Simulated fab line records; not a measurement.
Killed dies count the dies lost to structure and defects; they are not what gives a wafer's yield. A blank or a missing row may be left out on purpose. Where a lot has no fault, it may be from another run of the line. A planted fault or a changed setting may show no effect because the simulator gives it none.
Struck lot and sound lot, side by side || flow sky130 || 21 steps out of a route of 708
Sound: these wafers, L637.1, L637.2, L637.6. Wafers struck: L646.3, L646.4, L646.6. The cause is named last.
For every step that has rows: the tool of each side, followed by ch and its chambers, followed by its first start. Under that, the readings that differ: sound wafers || struck wafers || difference of the means || sigmas: that difference in standard deviations of wafers without a fault.
alike: a reading whose means differ by less than 2 such deviations, as well as words and numbers matching on both sides. not compared: withheld readings; readings where some wafer has no value; bounds like >300 that might hide an equal value; numbers whose values overlap and for which the record gives no deviation.
The two part at a step that has a row with sigmas, a row that says differs or no value, or rows on one side only. Non-overlapping numbers with no deviation appear without sigmas and do not part them. Lack of a reading on every wafer of one side parts them only where that side has two or more wafers.

first, 1 step without rows for these wafers: SKY_RES_XHIGH_IMPLANT_07.
SKY_RES_XHIGH_STRIP_08: strips in O2/N2.
  sound on plasma_asher-02 ch 0,1, day 29 10:34; struck on plasma_asher-01 ch 0,1, day 32 12:47
  alike: drypump_motor_current_A, oes_product_au, strip_time_to_endpoint_s
  not compared: rf_hours_counter_h
SKY_RES_XHIGH_TW_MEAS_09:
  sound: film_metro-03 at day 29 10:40; struck: film_metro-01 at day 32 12:53
{"reading": "RES_XHIGH_TW", "sound": "1621 1629 1633", "struck": "1665 1663 1671", "difference": "+39", "sigmas": "+2"}
then, 7 steps without rows for these wafers: SKY_SD_N_DEHYDRATE_00 (time 60 s); SKY_SD_N_HMDS_01 (prime time 60 s); SKY_SD_N_COAT_02 (resist thk 1140 nm); SKY_SD_N_SOFTBAKE_03 (time 60 s); SKY_SD_N_EXPOSE_04 (exposes mask NSDM, target cd 380 nm); SKY_SD_N_PEB_05; SKY_SD_N_DEVELOP_06 (develop time 60 s).
SKY_SD_N_CD_MEAS_07: target cd 380 nm.
  sound: cd_sem-02 at day 30 14:25; struck: cd_sem-01 at day 33 16:19
  alike: cd_nm
SKY_SD_N_OVL_MEAS_08:
  sound: overlay-02 at day 30 14:32; struck: overlay-01 at day 33 16:24
  alike: SD_N_OVL
SKY_SD_N_IMPLANT_09:
  sound on implanter-04 ch 0, day 30 14:35; struck on implanter-02 ch 0, day 33 16:29
{"reading": "beam_on_s (s)", "sound": "17.1 17.4 17.0", "struck": "10.1 10.0 9.8", "difference": -7.2, "sigmas": -4}
{"reading": "dose_ions_cm2", "sound": "4.001e+15 4.008e+15 3.998e+15", "struck": "1.573e+15 1.582e+15 1.57e+15", "difference": -2.427e+15, "sigmas": "-99 or more"}
{"reading": "faraday_current_uA", "sound": "12870 12598 12752", "struck": "8582 8716 8835", "difference": -4029, "sigmas": -4}
next, for these wafers, 1 step has no rows: SKY_SD_N_IMPLANT_10.
SKY_SD_N_STRIP_11: strips in O2/N2.
  sound on plasma_asher-02 ch 0,1, day 30 14:53; struck on plasma_asher-04 ch 0,1, day 33 16:46
{"reading": "oes_product_au (a.u.)", "sound": "0.522 0.525 0.521", "struck": "0.573 0.573 0.581", "difference": "+0.053", "sigmas": "+13"}
{"reading": "strip_time_to_endpoint_s (s)", "sound": "22.49 22.44 22.46", "struck": "19.42 19.39 19.39", "difference": -3.06, "sigmas": -61}
  alike: drypump_motor_current_A
  not compared: rf_hours_counter_h
SKY_SD_N_TW_MEAS_12:
  sound: film_metro-03 at day 30 14:59; struck: film_metro-03 at day 33 16:51
{"reading": "SD_N_TW", "sound": "3977 3984 3969", "struck": "3842 3842 3828", "difference": -139, "sigmas": -3}
then, 1 step without rows for these wafers: SKY_SD_N_CLEAN_13 (cleans in SC1/SC2, time 150 s).
SKY_SD_N_RTA_14: time 2 s.
  sound on rtp_anneal-02 ch 0, day 30 15:05; struck on rtp_anneal-02 ch 0, day 33 16:58
  alike: lamp_power_pct, wafer_temp_C_max
SKY_SD_N_RS_MEAS_16: the measuring method here is four-point-probe.
  sound: film_metro-02 at day 30 15:16; struck: film_metro-01 at day 33 17:10
{"reading": "SD_N_RS (ohm/sq)", "sound": "69.02 68.94 68.75", "struck": "85.55 85.60 85.42", "difference": "+16.62", "sigmas": "+99 or more"}
SKY_SD_N_RS_MEAS_17: the measuring method here is four-point-probe.
  sound: film_metro-02 at day 30 15:23; struck: film_metro-01 at day 33 17:17
  alike: SD_P_RS
-- a jump in the record: the struck wafers' starts before and after are 16 days apart (it breaks off in module SD_N and resumes in module PAD_OPEN, where the first step shown is number 708 of the route) --
SKY_PAD_OPEN_PROBE_99:
  sound: prober-01 at day 47 18:22; struck: prober-02 at day 50 02:59
{"reading": "killed_at_M4_up", "sound": "4 4 6", "struck": "2 0 2", "difference": -3, "sigmas": -2}
{"reading": "model.etest.res_ndiff.line_ohm_um", "sound": "781.2 772.5 763.8", "struck": "948.3 945.1 935.8", "difference": "+170.6", "sigmas": ""}
{"reading": "model.etest.nfet_g5v0d10v5.r_on_ohm_um", "sound": "1890 1882 1904", "struck": "1971 1957 1970", "difference": "+74", "sigmas": ""}
{"reading": "model.etest.sonos_uncharged.r_on_ohm_um", "sound": "810.1 796.4 802.6", "struck": "928.8 914.5 927.1", "difference": "+120.4", "sigmas": ""}
{"reading": "model.etest.licon_ndiff.rc_ohm", "sound": "175.5 177.6 181.8", "struck": "254.1 262.8 267.9", "difference": "+83.3", "sigmas": ""}
{"reading": "model.etest.nfet_01v8.r_on_ohm_um", "sound": "818.6 814.5 833", "struck": "871.9 869.5 885.7", "difference": "+53.7", "sigmas": ""}
{"reading": "model.etest.res_ndiff_hv.rs_ohm_sq", "sound": "114.2 114.7 114.5", "struck": "142.1 141.6 141.6", "difference": "+27.3", "sigmas": ""}
{"reading": "model.etest.res_ndiff.rs_ohm_sq", "sound": "120.4 120.2 119.5", "struck": "147.8 146.9 147.1", "difference": "+27.2", "sigmas": ""}
{"reading": "model.etest.nfet_01v8_lvt.drive_ua_um", "sound": "580.3 589.4 578.4", "struck": "562.3 563.8 554.8", "difference": -22.4, "sigmas": ""}
  alike: killed_at_M0_to_M3, killed_at_contacts, killed_at_front_end, killed_at_other, killed_dies, killed_open, killed_short

== WHERE THEY PART ==
At SKY_RES_XHIGH_TW_MEAS_09 first; at SKY_PAD_OPEN_PROBE_99 last (within this record only).

WHY: what the simulator had put in
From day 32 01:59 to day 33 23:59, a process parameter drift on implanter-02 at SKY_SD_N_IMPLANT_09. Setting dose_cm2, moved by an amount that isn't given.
